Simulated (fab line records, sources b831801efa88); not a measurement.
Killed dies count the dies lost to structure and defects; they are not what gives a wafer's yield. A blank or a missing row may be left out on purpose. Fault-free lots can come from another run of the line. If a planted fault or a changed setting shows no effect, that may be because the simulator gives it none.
Struck lot and sound lot, side by side | flow gf180mcu | 28 steps out of a route of 602
Sound: these wafers, L266.1, L266.3, L266.4. Struck: wafer L265.3 (L265.1, L265.4, from the same lot, were not struck and are left out); the cause is given at the end.
At each step with rows: each side's tool, then ch and its chambers, then its first start. Under that, the readings that differ: sound wafers | struck wafers | difference of the means | sigmas: that difference in standard deviations of wafers without a fault.
alike: readings with means less than 2 such deviations apart, plus words and numbers identical on both sides. not compared: withheld readings, readings lacking a value on some wafer, bounds such as >300 that could conceal the same value, and numbers that have no deviation in the record and whose values overlap.
Wherever a step has rows on one side only, a row that says differs or no value, or a row with sigmas, the two part there. Numbers that have no deviation but don't overlap get no sigmas and don't part them. Lack of a reading on every wafer of one side parts them only where that side has two or more wafers.

first, 2 steps without rows for these wafers: GF_V5_STRIP_19 (strips in post etch residue remover, time 1200 s); GF_V5_CLEAN_20 (cleans in DIW).
GF_V5_SPUTTER_21: material Ti, target thk 15 nm, time 80.02 s.
  sound on pvd-sputter-03, day 30 01:31; struck on pvd-sputter-03, day 29 21:00
  alike: throttle-valve-pct
then, 2 steps without rows for these wafers: GF_V5_SPUTTER_22 (material TiN, target thk 10 nm, time 40 s); GF_V5_CVD_23 (deposits W, target thk 350 nm, time 104.9 s).
GF_V5_RS_MEAS_24: measures by four-point-probe.
  sound on film-metro-03, day 30 01:44; struck on film-metro-03, day 29 21:13
  alike: V5_W_RS
GF_V5_THK_MEAS_25: measures by xrf.
  sound on film-metro-03, day 30 01:51; struck on film-metro-03, day 29 21:20
  alike: V5_W_THK
then, 1 step without rows for these wafers: GF_V5_CMP_26 (polishes, stops on SiO2, t overpolish 15 s, target thk 0 nm).
GF_TOP_METAL_SPUTTER_00: material Ti, target thk 37.5 nm, time 150 s.
  sound on pvd-sputter-03, day 30 02:13; struck on pvd-sputter-01, day 29 21:41
  alike: throttle-valve-pct
GF_TOP_METAL_SPUTTER_01: material TiN, target thk 30 nm, time 25 s.
  sound on pvd-sputter-03, day 30 02:19; struck on pvd-sputter-01, day 29 21:47
  alike: throttle-valve-pct
GF_TOP_METAL_SPUTTER_02: material AlCu, target thk 900 nm, time 47.82 s.
  sound on pvd-sputter-03, day 30 02:20; struck on pvd-sputter-01, day 29 21:49
  alike: throttle-valve-pct
GF_TOP_METAL_SPUTTER_03: material Ti, target thk 5 nm, time 3.3 s.
  sound on pvd-sputter-03, day 30 02:23; struck on pvd-sputter-01, day 29 21:52
  alike: throttle-valve-pct
GF_TOP_METAL_SPUTTER_04: material TiN, target thk 25 nm, time 20.8 s.
  sound on pvd-sputter-03, day 30 02:24; struck on pvd-sputter-01, day 29 21:53
  reading                                       | sound             | struck | difference | sigmas
  model.TiN_of_TOP_METAL_SPUTTER_04.thk-nm (nm) | 25.04 24.95 25.16 | 29.46  | +4.41      |
  alike: throttle-valve-pct
GF_TOP_METAL_RS_MEAS_05: measures by four-point-probe.
  sound on film-metro-02, day 30 02:27; struck on film-metro-04, day 29 21:55
  alike: TOP_METAL_ALCU_RS
GF_TOP_METAL_THK_MEAS_06: measures by xrf.
  sound on film-metro-02, day 30 02:34; struck on film-metro-04, day 29 22:02
  reading                 | sound       | struck | difference | sigmas
  TOP_METAL_ALCU_THK (nm) | 915 923 914 | 886    | -31        | -3
then, 7 steps without rows for these wafers: GF_TOP_METAL_DEHYDRATE_07 (time 60 s); GF_TOP_METAL_HMDS_08 (prime time 60 s); GF_TOP_METAL_COAT_09 (resist thk 1500 nm); GF_TOP_METAL_SOFTBAKE_10 (time 60 s); GF_TOP_METAL_EXPOSE_11 (exposes mask MetalTop, target cd 440 nm); GF_TOP_METAL_PEB_12; GF_TOP_METAL_DEVELOP_13 (develop time 60 s).
GF_TOP_METAL_CD_MEAS_14 targets a cd of 440 nm.
  sound on cd-sem-02, day 30 20:24; struck on cd-sem-02, day 30 15:50
  alike: cd-nm
GF_TOP_METAL_OVL_MEAS_15:
  sound on overlay-01, day 30 20:31; struck on overlay-01, day 30 15:58
  alike: TOP_METAL_OVL
then, 2 steps without rows for these wafers: GF_TOP_METAL_METAL_ETCH_16 (etches the open film in Cl2/BCl3, stops on SiO2, target depth 1197 nm, time 199.5 s); GF_TOP_METAL_STRIP_17 (strips in O2/N2).
GF_TOP_METAL_STRIP_18: strips in post etch residue remover, time 1200 s.
  sound on wet-bench-04 ch 0, day 30 20:50; struck on wet-bench-04 ch 1, day 30 16:17
  reading                                       | sound             | struck | difference | sigmas
  model.TiN_of_TOP_METAL_SPUTTER_04.thk-nm (nm) | 24.62 24.53 24.74 | 29.04  | +4.41      |
then, 1 step without rows for these wafers: GF_TOP_METAL_CLEAN_19 (cleans in DIW).

== WHERE THEY PART ==
GF_TOP_METAL_THK_MEAS_06 only, going by this record. Later steps at which nothing parts them and some readings are alike: GF_TOP_METAL_CD_MEAS_14, GF_TOP_METAL_OVL_MEAS_15.

WHY: what had been put in by the simulator
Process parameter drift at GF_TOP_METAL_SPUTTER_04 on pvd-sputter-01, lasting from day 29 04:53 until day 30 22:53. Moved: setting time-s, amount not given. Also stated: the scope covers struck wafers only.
